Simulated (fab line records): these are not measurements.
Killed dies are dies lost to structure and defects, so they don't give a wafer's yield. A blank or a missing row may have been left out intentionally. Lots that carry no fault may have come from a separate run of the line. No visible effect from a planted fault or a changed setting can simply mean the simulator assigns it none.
What tool caused it? | flow gf180mcu | 13 lots, 39 wafers sampled, at 2 steps of a route of 602

## WHAT THE GAUGES SHOWED, per wafer
GF_HV_LDD_THK_MEAS_57.
lot  | measured     | on           | HV_LDD_CVD_56_THK (nm)
L571 | day 12 20:05 | filmMetro-04 | 89.6 89.3 89.2
L572 | day 13 09:17 | filmMetro-02 | 89.4 89.3 90.2
L573 | day 13 18:10 | filmMetro-04 | 88.5 88.6 88.7
L574 | day 13 23:41 | filmMetro-04 | 90.5 91.0 91.1
L582 | day 16 10:44 | filmMetro-04 | 89.6 89.4 89.7
L583 | day 16 23:20 | filmMetro-03 | 90.4 90.2 90.1
L584 | day 17 06:53 | filmMetro-03 | 90.9 91.8 91.9
L587 | day 18 06:07 | filmMetro-02 | 91.2 90.4 90.4
L589 | day 18 18:40 | filmMetro-04 | 90.7 90.7 91.1
L590 | day 19 04:07 | filmMetro-04 | 89.4 89.1 89.9
L591 | day 19 16:43 | filmMetro-03 | 90.3 90.4 90.4
L592 | day 19 19:57 | filmMetro-04 | 91.4 91.2 91.1
L593 | day 20 04:19 | filmMetro-03 | 91.5 91.0 91.5

## WHICH TOOL RAN EACH LOT (tool, then ch and the chambers of the sampled wafers, then the start)
lot  | GF_HV_LDD_RTA_52
L571 | rtpAnneal-01 ch 0, day 12 17:18
L572 | rtpAnneal-01 ch 0, day 13 06:05
L573 | rtpAnneal-02 ch 0, day 13 14:58
L574 | rtpAnneal-02 ch 0, day 13 21:00
L582 | rtpAnneal-02 ch 0, day 16 06:55
L583 | rtpAnneal-02 ch 0, day 16 20:36
L584 | rtpAnneal-01 ch 0, day 17 04:12
L587 | rtpAnneal-01 ch 0, day 18 03:26
L589 | rtpAnneal-02 ch 0, day 18 15:18
L590 | rtpAnneal-01 ch 0, day 19 01:25
L591 | rtpAnneal-02 ch 0, day 19 14:01
L592 | rtpAnneal-01 ch 0, day 19 17:15
L593 | rtpAnneal-02 ch 0, day 20 01:37
- GF_HV_LDD_RTA_52: time 10 s.

## AS READ BY THE TOOLS THEMSELVES (means over the sampled wafers that have a number; for cases with no such wafer, the mark the record gives instead)
GF_HV_LDD_RTA_52.
lot  | tool         | lampPowerPct (%) | wafer_temp_C_max
L571 | rtpAnneal-01 | 28.7             | 1004.6
L572 | rtpAnneal-01 | 28.7             | 1005.2
L573 | rtpAnneal-02 | 33.2             | 1004.2
L574 | rtpAnneal-02 | 33.2             | 1004.5
L582 | rtpAnneal-02 | 33.1             | 1004.2
L583 | rtpAnneal-02 | 33.2             | 1004.5
L584 | rtpAnneal-01 | 28.6             | 1005.4
L587 | rtpAnneal-01 | 28.7             | 1005.3
L589 | rtpAnneal-02 | 33.2             | 1005.0
L590 | rtpAnneal-01 | 28.7             | 1006.2
L591 | rtpAnneal-02 | 33.2             | 1005.2
L592 | rtpAnneal-01 | 28.7             | 1006.0
L593 | rtpAnneal-02 | 33.2             | 1004.9

## THE ANSWER, worked out from the rows above alone
Rule: usual is defined by the lots themselves. Put in order of their means at a reading, lots are off if they are a third of the lots or fewer, leave a main group of 4 or more, and stand apart from it by a gap of 3 or more times the standard deviation of the main group's means; of several such gaps the widest counts. A main group is skipped when, at the precision printed for the reading in the tables above, its means are all equal. Also off: a lot with no number at a reading for which 4 or more lots have one. All remaining lots with rows at the step are treated as sound. Order of review: gauges by route order, followed by the tools' own readings, for which a lot's mean as printed above is used. At the first step where some lot is off, the reading lying furthest off is the one used; lots without a number count as furthest.
Across all readings shown, no lot is off: no conclusion can be drawn from this.

## WHAT HAD BEEN PUT IN BY THE SIMULATOR
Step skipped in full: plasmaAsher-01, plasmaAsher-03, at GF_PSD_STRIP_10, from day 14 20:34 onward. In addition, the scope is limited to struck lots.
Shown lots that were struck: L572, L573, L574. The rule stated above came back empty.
